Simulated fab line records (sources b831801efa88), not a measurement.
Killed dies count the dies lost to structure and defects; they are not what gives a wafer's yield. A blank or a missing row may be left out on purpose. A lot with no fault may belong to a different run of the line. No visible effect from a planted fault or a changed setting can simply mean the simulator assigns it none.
The tool behind it: which one? | flow sky130 | Sampling: 11 lots, 33 wafers, 3 of 708 route steps

== WHAT EACH GAUGE READ, for each wafer ==
SKY_CAP2M_THK_MEAS_01.
lot  | measured     | on            | CAP2M_CVD_00_THK (nm)
L311 | day 40 02:02 | film-metro-03 | 15.43 15.97 15.63
L313 | day 40 15:15 | film-metro-01 | 15.55 16.09 15.84
L314 | day 40 21:54 | film-metro-03 | 15.56 15.27 15.47
L317 | day 42 02:56 | film-metro-01 | 15.44 15.42 15.60
L318 | day 42 05:18 | film-metro-03 | 15.61 15.54 15.72
L323 | day 43 10:43 | film-metro-01 | 15.47 15.32 15.43
L325 | day 44 04:25 | film-metro-01 | 15.44 15.58 22.90
L326 | day 44 05:47 | film-metro-02 | 15.54 15.38 15.78
L327 | day 44 06:50 | film-metro-02 | 15.56 15.65 23.03
L332 | day 46 00:05 | film-metro-02 | 15.52 15.65 15.62
L334 | day 46 07:35 | film-metro-02 | 15.24 15.37 15.64

== WHICH TOOL RAN EACH LOT (tool, then ch and the chambers of the sampled wafers, then the start) ==
lot  | SKY_METAL3_METAL_ETCH_18          | SKY_CAP2M_CVD_00
L311 | rie-metal-04 ch 0,1, day 38 21:50 | pecvd-02 ch 1,2, day 40 02:00
L313 | rie-metal-02 ch 0,1, day 39 11:09 | pecvd-01 ch 0,1,2, day 40 15:14
L314 | rie-metal-04 ch 0,1, day 39 18:42 | pecvd-04 ch 0,1,2, day 40 21:52
L317 | rie-metal-04 ch 0,1, day 40 23:02 | pecvd-04 ch 1,2, day 42 02:55
L318 | rie-metal-04 ch 1, day 41 01:33   | pecvd-02 ch 0,1, day 42 05:16
L323 | rie-metal-03 ch 1, day 42 09:11   | pecvd-02 ch 1,2, day 43 10:41
L325 | rie-metal-04 ch 0,1, day 43 02:45 | pecvd-02 ch 1,2, day 44 04:23
L326 | rie-metal-04 ch 0,1, day 43 04:15 | pecvd-01 ch 0,1, day 44 05:46
L327 | rie-metal-03 ch 0,1, day 43 04:43 | pecvd-02 ch 0,1,2, day 44 06:47
L332 | rie-metal-02 ch 0, day 44 23:26   | pecvd-04 ch 0, day 46 00:02
L334 | rie-metal-02 ch 0, day 45 06:19   | pecvd-01 ch 0,1, day 46 07:34
- SKY_METAL3_METAL_ETCH_18: etches the open film in Cl2/BCl3, stops on SiO2, target depth 845 nm, time 183.1 s.
- SKY_CAP2M_CVD_00: deposits SiO2, target thk 15.5 nm.

== THE ANSWER, worked out from the rows above alone ==
Rule: what is usual is taken from the lots themselves. The widest of any qualifying gaps counts: lots, ordered by their means at a reading, are off when they make up no more than a third of the lots, leave a main group of 4 or more, and stand apart from it by 3 or more times the standard deviation of that group's means. Not used: any main group whose means are identical at the precision the tables above print for the reading. A lot without any number at a reading at which 4 lots or more have one is off too. Where the step has rows for the other lots, those lots are counted as sound.
Off: L325, L327, at SKY_CAP2M_THK_MEAS_01 (CAP2M_CVD_00_THK). The main group has a mean of 15.56 nm with a standard deviation of 0.13.
If a tool, at a process step before that reading, ran all the lots that are off and no sound lot after the first of them, it fits. The gauges at SKY_CAP2M_THK_MEAS_01 are tried like those tools. One fits: SKY_CAP2M_CVD_00 on pecvd-02. Its last sound lot is L323 (day 43 10:41), its first lot that is off L325 (day 44 04:23): a fault that began between those two fits.

== WHAT THE SIMULATOR HAD PUT IN ==
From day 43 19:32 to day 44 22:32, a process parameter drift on pecvd-02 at SKY_CAP2M_CVD_00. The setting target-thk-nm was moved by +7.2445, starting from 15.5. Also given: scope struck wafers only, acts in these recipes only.
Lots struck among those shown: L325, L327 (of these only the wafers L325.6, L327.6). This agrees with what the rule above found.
